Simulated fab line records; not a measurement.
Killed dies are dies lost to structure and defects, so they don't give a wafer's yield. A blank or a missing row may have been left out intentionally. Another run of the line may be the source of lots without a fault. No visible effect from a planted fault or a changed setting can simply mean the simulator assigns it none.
fab line records | flow sky130
[record] lots = 12 | wafers = 36 | last-day = 50
route steps=708 shown FIELD_ISO@3 POLY_GATE@232 LDD_N@247 LDD_LDN@301
lots with no fault: from the same line, run without faults
start-h: hours from the record's first day to the start of the lot's first wafer shown | wait-h: hours elapsed since this lot's preceding step | " unchanged from the row above | L1.1+2: several wafers, shown together as one row | - either no value or no given start | * or withheld: withheld | < > ~ a bound
route shown NAME@n: a module of which the file shows steps, and the number in the route of the first | usual: average and standard deviation across the fault-free wafers | same: alike in all rows | chamber/n: place in a boat | sites: readings site by site | _std_site: how widely they spread, as a standard deviation | _edge_site: mean of outer sites minus mean of inner sites | radius-mm: for every site, how far away it sits from the centre of the wafer | mask NAME#n: copy n | behind: the last tool/chamber to shape the wafer | hold: why the lot went on hold/how many hours it stayed there/how the hold came to an end | device: names the non-switching transistor (n, p or np) | end of line: the route-end tests of the same wafers | a step with no rows: only its recipe | killed: at the first sort, the dies lost to defects and structure; wafer yield is something else | map: a wafer's dies, marking killed ones x, the rest . and places with no die _
set.NAME: the setting the step ran with; set.NAME@STEP: the setting that earlier step ran with | model.NAME: the simulator's own value behind a step, which no gauge read
one table for each step of the route and one row for each wafer, over a sample of lots
services: a tool's chamber out of use, with start hour (start-h, from the record's first day; less than 0 if before it), hours out, and reason
[[steps]]
[step SKY_FIELD_ISO_THK_MEAS_02]
[recipe] reads = SiO2_of_FIELD_ISO_OXIDATION_01
[usual] FIELD_ISO_OXIDATION_00_THK = 11.92/0.28
lot.wafer | tool          | chamber | start-h | wait-h | FIELD_ISO_OXIDATION_00_THK[nm]
L840.3    | film-metro-01 | -       | 16.65   | 0.0    | 11.65
L840.4    | "             | -       | "       | "      | 11.55
L840.5    | "             | -       | "       | "      | 11.77
L843.1    | film-metro-04 | -       | 32.04   | 0.0    | 11.92
L843.5    | "             | -       | "       | "      | 12.01
L843.6    | "             | -       | "       | "      | 11.99
L846.2    | film-metro-03 | -       | 48.77   | 0.0    | 12.21
L846.5    | "             | -       | "       | "      | 12.48
L846.6    | "             | -       | "       | "      | 12.33
L849.1    | film-metro-03 | -       | 62.75   | 0.0    | 11.83
L849.4    | "             | -       | "       | "      | 11.74
L849.5    | "             | -       | "       | "      | 11.60
L850.4    | film-metro-04 | -       | 66.80   | 0.0    | 12.31
L850.5    | "             | -       | "       | "      | 12.39
L850.6    | "             | -       | "       | "      | 12.42
L851.1    | film-metro-01 | -       | 71.63   | 0.0    | 12.03
L851.3    | "             | -       | "       | "      | 12.19
L851.5    | "             | -       | "       | "      | 11.94
L852.1    | film-metro-04 | -       | 76.63   | 0.0    | 11.60
L852.3    | "             | -       | "       | "      | 11.72
L852.6    | "             | -       | "       | "      | 11.73
L856.4    | film-metro-04 | -       | 96.84   | 0.0    | 12.01
L856.5    | "             | -       | "       | "      | 11.78
L856.6    | "             | -       | "       | "      | 12.06
L859.3    | film-metro-03 | -       | 115.30  | 0.0    | 12.12
L859.4    | "             | -       | "       | "      | 12.05
L859.6    | "             | -       | "       | "      | 11.97
L860.1    | film-metro-01 | -       | 125.25  | 0.0    | 11.77
L860.2    | "             | -       | "       | "      | 11.78
L860.3    | "             | -       | "       | "      | 11.58
L861.1    | film-metro-03 | -       | 125.25  | 0.0    | 11.70
L861.4    | "             | -       | "       | "      | 11.81
L861.6    | "             | -       | "       | "      | 11.79
L862.2    | film-metro-03 | -       | 132.84  | 0.0    | 11.95
L862.5    | "             | -       | "       | "      | 12.08
L862.6    | "             | -       | "       | "      | 12.20
[step SKY_POLY_GATE_STRIP_18]
[recipe] chemistry = O2/N2 | power-w = 1400 | pressure-mtorr = 1500 | platen-temp-c = withheld | o2-flow-sccm = 3000 | n2-flow-sccm = 300 | overash-fraction = 0.5
[usual] drypump-motor-current-A = 5.6/0.42 | n2-flow-sccm = 300.1/0.9 | oes-product-au = 0.360/0.0053 | strip-time-to-endpoint-s = 3.15/0.043
[same] overash-fraction = 0.5
lot.wafer | tool            | chamber | start-h | wait-h | drypump-motor-current-A | n2-flow-sccm | oes-product-au | rf-hours-counter-h | strip-time-to-endpoint-s
L840.3    | plasma-asher-02 | 0       | 394.01  | 0.1    | 5.5                     | 300.7        | 0.362          | -                  | 3.11
L840.4    | "               | 1       | "       | "      | 5.1                     | 301.1        | 0.358          | -                  | 3.13
L840.5    | "               | 0       | "       | "      | 5.6                     | 299.2        | 0.357          | -                  | 3.11
L843.1    | plasma-asher-04 | 1       | 400.83  | 0.0    | 5.2                     | 300.1        | 0.359          | 76                 | 3.16
L843.5    | "               | 0       | "       | "      | 6.3                     | 300.6        | 0.357          | -                  | 3.17
L843.6    | "               | 1       | "       | "      | 5.2                     | 299.7        | 0.358          | -                  | 3.20
L846.2    | plasma-asher-04 | 1       | 429.41  | 0.1    | 5.2                     | 300.5        | 0.368          | 79                 | 3.18
L846.5    | "               | 1       | "       | "      | 5.3                     | 300.6        | 0.364          | -                  | 3.23
L846.6    | "               | 0       | "       | "      | 6.3                     | 300.3        | 0.372          | -                  | 3.11
L849.1    | plasma-asher-04 | 1       | 454.58  | 0.0    | 5.3                     | 299.4        | 0.346          | 82                 | 3.19
L849.4    | "               | 1       | "       | "      | 5.3                     | 300.2        | 0.359          | -                  | 3.14
L849.5    | "               | 1       | "       | "      | 5.3                     | 299.6        | 0.357          | -                  | 3.18
L850.4    | plasma-asher-04 | 1       | 470.61  | 0.1    | 5.2                     | 298.2        | 0.358          | -                  | 3.17
L850.5    | "               | 1       | "       | "      | 5.3                     | 299.0        | 0.368          | -                  | 3.13
L850.6    | "               | 0       | "       | "      | 6.3                     | 301.7        | 0.360          | -                  | 3.15
L851.1    | plasma-asher-04 | 0       | 474.68  | 0.0    | 6.3                     | 298.2        | 0.366          | 84                 | 3.07
L851.3    | "               | 1       | "       | "      | 5.2                     | 299.2        | 0.354          | -                  | 3.15
L851.5    | "               | 0       | "       | "      | 6.3                     | 299.2        | 0.360          | -                  | 3.10
L852.1    | plasma-asher-02 | 1       | 477.62  | 0.0    | 5.1                     | 301.4        | 0.361          | 5                  | 3.14
L852.3    | "               | 0       | "       | "      | 5.6                     | 300.3        | 0.366          | -                  | 3.18
L852.6    | "               | 1       | "       | "      | 5.1                     | 301.0        | 0.357          | -                  | 3.15
L856.4    | plasma-asher-04 | 0       | 531.61  | 0.1    | 6.3                     | 298.8        | 0.359          | -                  | 3.25
L856.5    | "               | 1       | "       | "      | 5.2                     | 300.6        | 0.361          | -                  | 3.23
L856.6    | "               | 0       | "       | "      | 6.3                     | 299.1        | 0.364          | -                  | 3.16
L859.3    | plasma-asher-02 | 0       | 543.17  | 0.1    | 5.6                     | 298.9        | 0.357          | -                  | 3.11
L859.4    | "               | 1       | "       | "      | 5.1                     | 301.0        | 0.359          | -                  | 3.20
L859.6    | "               | 0       | "       | "      | 5.6                     | 301.0        | 0.367          | -                  | 3.13
L861.1    | plasma-asher-01 | 0       | 558.18  | 0.0    | 5.4                     | 300.2        | 0.358          | 76                 | 3.14
L861.4    | "               | 0       | "       | "      | 5.4                     | 301.2        | 0.356          | -                  | 3.06
L861.6    | "               | 1       | "       | "      | 5.8                     | 299.4        | 0.361          | -                  | 3.17
L860.1    | plasma-asher-04 | 1       | 560.73  | 0.0    | 5.2                     | 300.3        | 0.363          | 92                 | 3.14
L860.2    | "               | 0       | "       | "      | 6.3                     | 299.7        | 0.362          | 92                 | 3.22
L860.3    | "               | 0       | "       | "      | 6.4                     | 299.8        | 0.361          | -                  | 3.11
L862.2    | plasma-asher-04 | 0       | 577.08  | 0.0    | 6.4                     | 301.9        | 0.355          | 94                 | 3.14
L862.5    | "               | 1       | "       | "      | 5.2                     | 299.3        | 0.365          | -                  | 3.21
L862.6    | "               | 0       | "       | "      | 6.3                     | 301.3        | 0.367          | -                  | 3.17
[step SKY_LDD_N_IMPLANT_10]
[recipe] species = As | energy-kev = 20 | dose-cm2 = 7.5e+13 | tilt-deg = withheld | rotation-deg = 203
[usual] rotation-deg = 203.00/0.059
lot.wafer | tool         | chamber | start-h | wait-h | rotation-deg
L840.3    | implanter-03 | 0       | 427.17  | 0.1    | 203.07
L840.4    | "            | 0       | "       | "      | 203.06
L840.5    | "            | 0       | "       | "      | 202.99
L843.1    | implanter-02 | 0       | 433.62  | 0.1    | 203.05
L843.5    | "            | 0       | "       | "      | 203.03
L843.6    | "            | 0       | "       | "      | 203.05
L846.2    | implanter-03 | 0       | 461.95  | 0.1    | 202.88
L846.5    | "            | 0       | "       | "      | 203.05
L846.6    | "            | 0       | "       | "      | 203.00
L849.1    | implanter-02 | 0       | 486.77  | 0.1    | 202.93
L849.4    | "            | 0       | "       | "      | 203.04
L849.5    | "            | 0       | "       | "      | 203.03
L850.4    | implanter-04 | 0       | 503.80  | 0.1    | 203.08
L850.5    | "            | 0       | "       | "      | 202.95
L850.6    | "            | 0       | "       | "      | 203.00
L851.1    | implanter-02 | 0       | 507.27  | 0.1    | 260.23
L851.3    | "            | 0       | "       | "      | 260.27
L851.5    | "            | 0       | "       | "      | 260.24
L852.1    | implanter-02 | 0       | 509.57  | 0.1    | 260.15
L852.3    | "            | 0       | "       | "      | 260.24
L852.6    | "            | 0       | "       | "      | 260.21
L856.4    | implanter-04 | 0       | 562.90  | 0.1    | 203.06
L856.5    | "            | 0       | "       | "      | 202.98
L856.6    | "            | 0       | "       | "      | 202.94
L859.3    | implanter-03 | 0       | 575.27  | 0.1    | 203.04
L859.4    | "            | 0       | "       | "      | 202.98
L859.6    | "            | 0       | "       | "      | 203.02
L861.1    | implanter-03 | 0       | 589.48  | 0.1    | 202.95
L861.4    | "            | 0       | "       | "      | 203.03
L861.6    | "            | 0       | "       | "      | 203.03
L860.1    | implanter-04 | 0       | 591.58  | 0.1    | 202.98
L860.2    | "            | 0       | "       | "      | 203.05
L860.3    | "            | 0       | "       | "      | 202.97
L862.2    | implanter-04 | 0       | 608.00  | 0.1    | 203.06
L862.5    | "            | 0       | "       | "      | 202.99
L862.6    | "            | 0       | "       | "      | 202.97
[step SKY_LDD_LDN_STRIP_12]
[recipe] chemistry = O2/N2 | power-w = 1400 | pressure-mtorr = 1500 | platen-temp-c = withheld | o2-flow-sccm = 3000 | n2-flow-sccm = 300 | overash-fraction = 0.5
[usual] drypump-motor-current-A = 5.6/0.43 | n2-flow-sccm = 300.1/0.9 | oes-product-au = 0.715/0.0049 | strip-time-to-endpoint-s = 14.18/0.037
[same] overash-fraction = 0.5
lot.wafer | tool            | chamber | start-h | wait-h | drypump-motor-current-A | n2-flow-sccm | oes-product-au | rf-hours-counter-h | strip-time-to-endpoint-s
L840.3    | plasma-asher-02 | 1       | 552.15  | 0.1    | 5.1                     | 301.6        | 0.723          | -                  | 14.11
L840.4    | "               | 0       | "       | "      | 5.6                     | 299.5        | 0.710          | -                  | 14.13
L840.5    | "               | 0       | "       | "      | 5.6                     | 299.9        | 0.714          | -                  | 14.15
L843.1    | plasma-asher-02 | 0       | 555.83  | 0.1    | 5.6                     | 301.4        | 0.711          | 12                 | 14.18
L843.5    | "               | 1       | "       | "      | 5.1                     | 300.9        | 0.714          | -                  | 14.21
L843.6    | "               | 0       | "       | "      | 5.6                     | 300.3        | 0.718          | -                  | 14.17
L846.2    | plasma-asher-04 | 0       | 584.97  | 0.1    | 6.3                     | 300.4        | 0.715          | 95                 | 14.16
L846.5    | "               | 1       | "       | "      | 5.2                     | 300.2        | 0.723          | -                  | 14.16
L846.6    | "               | 0       | "       | "      | 6.3                     | 300.2        | 0.714          | -                  | 14.15
L849.1    | plasma-asher-02 | 1       | 622.13  | 0.1    | 5.1                     | 300.0        | 0.719          | 19                 | 14.17
L849.4    | "               | 1       | "       | "      | 5.1                     | 300.2        | 0.719          | -                  | 14.22
L849.5    | "               | 0       | "       | "      | 5.6                     | 299.3        | 0.721          | -                  | 14.22
L850.4    | plasma-asher-02 | 1       | 622.50  | 0.1    | 5.1                     | 298.9        | 0.716          | -                  | 14.25
L850.5    | "               | 1       | "       | "      | 5.1                     | 299.5        | 0.718          | -                  | 14.20
L850.6    | "               | 0       | "       | "      | 5.6                     | 301.3        | 0.714          | -                  | 14.20
L851.1    | plasma-asher-04 | 0       | 626.93  | 0.1    | 6.3                     | 299.8        | 0.720          | 99                 | 14.17
L851.3    | "               | 1       | "       | "      | 5.2                     | 300.6        | 0.709          | -                  | 14.16
L851.5    | "               | 0       | "       | "      | 6.3                     | 300.8        | 0.707          | -                  | 14.24
L852.1    | plasma-asher-04 | 0       | 628.13  | 0.1    | 6.3                     | 301.7        | 0.715          | 99                 | 14.16
L852.3    | "               | 1       | "       | "      | 5.2                     | 300.1        | 0.711          | -                  | 14.17
L852.6    | "               | 0       | "       | "      | 6.3                     | 300.0        | 0.716          | -                  | 14.17
L856.4    | plasma-asher-03 | 1       | 680.55  | 0.1    | 5.8                     | 300.8        | 0.718          | -                  | 14.26
L856.5    | "               | 1       | "       | "      | 5.7                     | 301.0        | 0.699          | -                  | 14.20
L856.6    | "               | 0       | "       | "      | 5.8                     | 301.8        | 0.719          | -                  | 14.21
L859.3    | plasma-asher-02 | 1       | 691.95  | 0.1    | 5.1                     | 300.8        | 0.710          | -                  | 14.18
L859.4    | "               | 0       | "       | "      | 5.6                     | 301.0        | 0.718          | -                  | 14.19
L859.6    | "               | 0       | "       | "      | 5.6                     | 301.2        | 0.720          | -                  | 14.18
L861.1    | plasma-asher-04 | 0       | 706.12  | 0.1    | 6.3                     | 299.4        | 0.712          | 107                | 14.21
L861.4    | "               | 1       | "       | "      | 5.2                     | 300.0        | 0.709          | -                  | 14.17
L861.6    | "               | 1       | "       | "      | 5.2                     | 298.4        | 0.716          | -                  | 14.19
L860.1    | plasma-asher-02 | 0       | 707.92  | 0.1    | 5.6                     | 300.2        | 0.714          | 27                 | 14.20
L860.2    | "               | 1       | "       | "      | 5.1                     | 297.4        | 0.717          | 27                 | 14.21
L860.3    | "               | 1       | "       | "      | 5.1                     | 299.0        | 0.714          | -                  | 14.24
L862.2    | plasma-asher-02 | 1       | 723.27  | 0.1    | 5.1                     | 300.9        | 0.716          | 29                 | 14.16
L862.5    | "               | 1       | "       | "      | 5.1                     | 300.5        | 0.716          | -                  | 14.16
L862.6    | "               | 0       | "       | "      | 5.6                     | 298.9        | 0.712          | -                  | 14.19
[[services]]
tool            | chamber | start-h | hours | kind
plasma-asher-02 | -       | 382.16  | 3.8   | repair
plasma-asher-02 | -       | 421.25  | 9.0   | pm
plasma-asher-02 | 0       | 421.25  | 9.0   | vent-cycle
plasma-asher-02 | 1       | 421.25  | 9.0   | vent-cycle
plasma-asher-01 | -       | 428.32  | 2.8   | pm
plasma-asher-02 | 0       | 430.25  | -     | clean
plasma-asher-02 | 1       | 430.25  | -     | clean
implanter-02    | -       | 438.32  | 5.7   | repair
implanter-04    | -       | 524.04  | 15.6  | pm
plasma-asher-02 | -       | 540.61  | 2.1   | repair
implanter-03    | -       | 552.69  | 13.0  | repair
implanter-02    | -       | 585.10  | 5.4   | pm
implanter-02    | -       | 623.72  | 8.4   | pm
plasma-asher-03 | -       | 667.76  | 11.0  | repair
implanter-03    | -       | 680.19  | 5.4   | pm
implanter-04    | -       | 694.75  | 3.8   | pm
plasma-asher-01 | -       | 704.36  | 2.3   | repair
plasma-asher-01 | -       | 721.53  | 4.0   | repair
plasma-asher-03 | -       | 721.92  | 3.1   | repair
[[key]]
[first-sign] step = SKY_LDD_N_IMPLANT_10 | reading = rotation-deg | direction = up | sigmas = 99+ | usual = 203.00 | struck = 260.22
effect none on later readings
met-at SKY_LDD_N_IMPLANT_10
struck-lots L851,L852
tester-left-out L851,L852
not-acting-at SKY_FIELD_ISO_THK_MEAS_02,SKY_POLY_GATE_STRIP_18,SKY_LDD_LDN_STRIP_12
onset-between 486.77 507.27
[fault] kind = process-parameter-drift | tool = implanter-02 | chamber = - | onset-h = 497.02 | steps = SKY_LDD_N_IMPLANT_10 | channel = rotation-deg | offset = 57.242 | shape = step | end-h = 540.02 | acts-in = these-recipes-only | stated = 203
// tester-left-out: of these lots the tester's yield and bins aren't shown, on N5 and GAA mostly nor the transistor test; their killed dies are dies lost to structure and defects alone, not to doping, threshold or leakage, so they don't give the yield
